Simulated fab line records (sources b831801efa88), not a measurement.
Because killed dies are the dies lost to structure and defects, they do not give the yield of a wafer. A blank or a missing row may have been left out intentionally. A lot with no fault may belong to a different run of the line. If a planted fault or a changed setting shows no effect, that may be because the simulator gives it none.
fab line records | flow gf180mcu
record lots=14 wafers=42 lastDay=34
route steps=602 shown POLY_GATE@167 V1@357
lots with no fault: from the same line, run without faults
startH: the number of hours between the record's first day and the start of the first shown wafer of the lot | waitH: hours since the lot's step before | " as in the row above | L1.1+2: a row that stands for several wafers | - value missing, or start not given | * or withheld: withheld | < > ~ a bound
route shown NAME@n: names a module that has steps shown in the file, with the first one's number in the route | usual: average and standard deviation across the fault-free wafers | same: alike in all rows | chamber/n: place in a boat | sites: each site's reading | _std_site: how widely they spread, as a standard deviation | _edge_site: the outer-site mean with the inner-site mean subtracted | radiusMm: how far each site lies from the wafer's centre | mask NAME#n: copy n | behind: the last tool/chamber to shape the wafer | hold: cause of the lot's hold/its duration in hours/its outcome | device: whichever transistor did not switch (one of n, p or np) | end of line: the same wafers' tests at the end of the route | a step without rows: its recipe alone | killed: the dies lost at the first sort to structure and to defects; this is not the yield of the wafer | map: a wafer's dies, marking killed ones x, the rest . and places with no die _
set.NAME: the setting the step ran with; set.NAME@STEP: the setting that earlier step ran with | model.NAME: the simulator's own value behind a step, which no gauge read
route steps across a sampled set of lots; one table per step, one row per wafer
services: when a tool's chamber went out of use (startH, in hours from the record's first day, below 0 if earlier), for how many hours, and the reason
## steps
# step GF_POLY_GATE_CD_MEAS_10
# recipe targetCdNm=280
# usual cdNm=279.5/1.3
# columns lot.wafer tool chamber startH waitH cdNm
L766.1 cdSem-01 - 193.63 0.1 279.2
L766.4 " - " " 279.5
L766.6 " - " " 277.1
L767.1 cdSem-02 - 199.07 0.1 278.8
L767.2 " - " " 280.0
L767.5 " - " " 279.1
L768.1 cdSem-01 - 204.18 0.1 280.2
L768.5 " - " " 279.5
L768.6 " - " " 280.2
L769.1 cdSem-02 - 219.34 0.1 279.1
L769.2 " - " " 278.9
L769.6 " - " " 279.1
L770.2 cdSem-02 - 225.86 0.1 279.0
L770.4 " - " " 279.4
L770.6 " - " " 279.3
L774.3 cdSem-02 - 257.53 0.1 281.1
L774.5 " - " " 280.4
L774.6 " - " " 279.8
L776.1 cdSem-01 - 263.99 0.1 280.0
L776.3 " - " " 280.2
L776.4 " - " " 280.0
L777.1 cdSem-01 - 270.84 0.1 279.0
L777.5 " - " " 279.8
L777.6 " - " " 280.2
L778.1 cdSem-02 - 281.62 0.1 279.7
L778.2 " - " " 279.0
L778.5 " - " " 278.9
L780.1 cdSem-02 - 307.08 0.1 279.0
L780.2 " - " " 279.1
L780.6 " - " " 278.4
L781.1 cdSem-01 - 311.23 0.1 280.3
L781.4 " - " " 280.2
L781.5 " - " " 279.6
L782.2 cdSem-02 - 315.93 0.3 280.2
L782.3 " - " " 280.9
L782.4 " - " " 282.0
L788.1 cdSem-01 - 351.47 0.1 278.4
L788.2 " - " " 278.4
L788.5 " - " " 278.6
L789.1 cdSem-01 - 360.68 0.1 279.7
L789.2 " - " " 280.3
L789.6 " - " " 280.4
# step GF_POLY_GATE_OVL_MEAS_11
# usual POLY_GATE_OVL=-4/4.8
# columns lot.wafer tool chamber startH waitH POLY_GATE_OVL[nm]
L766.1 overlay-02 - 193.75 0.1 -2
L766.4 " - " " 2
L766.6 " - " " -6
L767.1 overlay-02 - 199.19 0.1 -11
L767.2 " - " " -11
L767.5 " - " " -12
L768.1 overlay-01 - 204.30 0.1 1
L768.5 " - " " -1
L768.6 " - " " 4
L769.1 overlay-01 - 219.46 0.1 -5
L769.2 " - " " 2
L769.6 " - " " -8
L770.2 overlay-01 - 225.96 0.1 -1
L770.4 " - " " -1
L770.6 " - " " -1
L774.3 overlay-01 - 257.62 0.1 3
L774.5 " - " " -4
L774.6 " - " " -1
L776.1 overlay-02 - 264.11 0.1 -1
L776.3 " - " " -9
L776.4 " - " " -3
L777.1 overlay-01 - 270.96 0.1 -2
L777.5 " - " " 0
L777.6 " - " " 0
L778.1 overlay-01 - 281.74 0.1 -5
L778.2 " - " " -5
L778.5 " - " " -1
L780.1 overlay-01 - 307.20 0.1 -7
L780.2 " - " " -4
L780.6 " - " " -9
L781.1 overlay-01 - 311.35 0.1 0
L781.4 " - " " -10
L781.5 " - " " -5
L782.2 overlay-02 - 316.03 0.1 3
L782.3 " - " " -6
L782.4 " - " " -1
L788.1 overlay-02 - 351.59 0.1 -4
L788.2 " - " " -1
L788.5 " - " " -3
L789.1 overlay-02 - 360.80 0.1 -2
L789.2 " - " " -9
L789.6 " - " " 3
# step GF_POLY_GATE_OXIDATION_16
# recipe tempC=850 ambient=O2 stabiliseS=600 purgeS=300 targetThkA=40 oxTimeS=899
# usual oxTempC=850.0/0.4 oxTempCMax=855.0/1.2 oxTimeS=899/0
# columns lot.wafer tool chamber startH waitH oxTempC oxTempCMax oxTimeS
L766.1 furnace-02 0 194.45 0.3 849.5 854.4 899
L766.4 " 0 " " 849.0 854.3 899
L766.6 " 0 " " 849.9 856.1 899
L767.1 furnace-01 0 200.55 1.1 850.4 854.6 899
L767.2 " 0 " " 850.3 855.1 899
L767.5 " 0 " " 849.9 854.0 899
L768.1 furnace-02 0 205.41 0.8 850.2 855.6 899
L768.5 " 0 " " 850.1 855.5 899
L768.6 " 0 " " 849.8 855.9 899
L769.1 furnace-01 0 219.75 0.0 850.6 855.6 899
L769.2 " 0 " " 850.3 854.7 899
L769.6 " 0 " " 850.0 854.6 899
L770.2 furnace-02 0 226.95 0.7 850.0 856.7 899
L770.4 " 0 " " 849.6 855.5 899
L770.6 " 0 " " 850.5 855.7 899
L774.3 furnace-02 0 257.90 0.0 849.9 857.0 899
L774.5 " 0 " " 849.3 855.1 899
L774.6 " 0 " " 849.6 855.3 899
L776.1 furnace-01 0 265.27 0.9 850.3 856.0 899
L776.3 " 0 " " 849.7 853.2 899
L776.4 " 0 " " 850.2 854.5 899
L777.1 furnace-02 0 272.92 1.7 849.5 857.2 899
L777.5 " 0 " " 849.2 853.5 899
L777.6 " 0 " " 849.5 855.2 899
L778.1 furnace-01 0 282.04 0.0 849.3 853.1 899
L778.2 " 0 " " 849.0 852.9 899
L778.5 " 0 " " 849.9 854.4 899
L780.1 furnace-01 0 307.50 0.0 850.0 853.8 899
L780.2 " 0 " " 850.0 853.6 899
L780.6 " 0 " " 849.9 854.0 899
L781.1 furnace-02 - 311.90 0.3 - - -
L781.4 " - " " - - -
L781.5 " - " " - - -
L782.2 furnace-01 - 316.38 0.0 - - -
L782.3 " - " " - - -
L782.4 " - " " - - -
L788.1 furnace-01 0 353.11 1.2 849.6 852.9 899
L788.2 " 0 " " 849.7 853.9 899
L788.5 " 0 " " 850.0 853.7 899
L789.1 furnace-02 0 361.51 0.4 849.6 854.9 899
L789.2 " 0 " " 849.6 855.4 899
L789.6 " 0 " " 849.7 856.5 899
# step GF_V1_SPUTTER_22
# recipe material=TiN targetThkNm=10 chamberPressurePa=5 powerW=4000 timeS=40
# usual throttleValvePct=30.0/0.65
# columns lot.wafer tool chamber startH waitH throttleValvePct
L766.1 pvdSputter-02 - 406.02 0.0 30.2
L766.4 " - " " 30.7
L766.6 " - " " 30.6
L767.1 pvdSputter-04 - 414.79 0.0 30.0
L767.2 " - " " 30.4
L767.5 " - " " 29.9
L768.1 pvdSputter-02 - 422.66 0.0 30.1
L768.5 " - " " 30.0
L768.6 " - " " 30.4
L769.1 pvdSputter-04 - 443.78 0.0 29.6
L769.2 " - " " 30.8
L769.6 " - " " 29.9
L770.2 pvdSputter-03 - 451.36 0.0 31.0
L770.4 " - " " 29.5
L770.6 " - " " 30.0
L774.3 pvdSputter-03 - 491.00 0.0 29.8
L774.5 " - " " 30.2
L774.6 " - " " 31.2
L776.1 pvdSputter-02 - 500.51 0.0 30.4
L776.3 " - " " 31.1
L776.4 " - " " 29.6
L777.1 pvdSputter-03 - 510.35 0.0 30.1
L777.5 " - " " 30.9
L777.6 " - " " 30.5
L778.1 pvdSputter-04 - 520.58 0.0 28.4
L778.2 " - " " 30.5
L778.5 " - " " 30.5
L780.1 pvdSputter-02 - 550.44 0.0 30.5
L780.2 " - " " 29.7
L780.6 " - " " 29.6
L788.1 pvdSputter-03 - 597.17 0.0 29.8
L788.2 " - " " 29.9
L788.5 " - " " 29.9
L789.1 pvdSputter-03 - 605.96 0.0 31.2
L789.2 " - " " 29.7
L789.6 " - " " 29.9
## services
# columns tool chamber startH hours kind
furnace-02 - 185.85 4.1 pm
furnace-02 - 189.95 3.4 pm
pvdSputter-04 - 191.66 4.3 repair
pvdSputter-02 - 201.59 1.1 repair
pvdSputter-03 - 215.85 8.1 repair
furnace-01 - 232.20 4.5 pm
pvdSputter-04 - 302.07 1.6 repair
pvdSputter-02 - 313.33 2.6 repair
furnace-01 - 346.96 3.2 pm
furnace-02 - 355.75 4.2 pm
pvdSputter-02 - 371.96 4.2 repair
furnace-01 - 400.65 3.3 pm
furnace-01 - 413.01 8.4 repair
furnace-02 - 466.47 3.7 pm
furnace-02 - 523.99 2.7 pm
furnace-01 - 553.01 6.9 pm
pvdSputter-03 - 556.92 0.9 repair
furnace-01 - 568.20 3.0 pm
## key
firstSign step=GF_POLY_GATE_OXIDATION_16 reading=toolRecord direction=missing
effect none on later readings
metAt GF_POLY_GATE_OXIDATION_16
struckLots L781,L782
laterRowsLeftOut L781.1,L781.4,L781.5,L782.2,L782.3,L782.4
sortLeftOut L781.1,L781.4,L781.5,L782.2,L782.3,L782.4
testerLeftOut L781,L782
notActingAt GF_POLY_GATE_CD_MEAS_10,GF_POLY_GATE_OVL_MEAS_11,GF_V1_SPUTTER_22
onsetBetween 307.50 311.90
fault kind=skippedStepWhole tool=furnace-01,furnace-02 chamber=- onsetH=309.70 steps=GF_POLY_GATE_OXIDATION_16 scope=struckLotsOnly
# testerLeftOut: of these lots the tester's yield and bins aren't shown, on N5 and GAA mostly nor the transistor test; their killed dies are dies lost to structure and defects alone, not to doping, threshold or leakage, so they don't give the yield
# sortLeftOut: the simulated sort isn't trusted on such a fault, so these wafers' sort isn't shown, and their yield isn't known
# laterRowsLeftOut: the simulator's readings of these wafers behind a module that went badly wrong aren't trusted and aren't shown, but for the sort
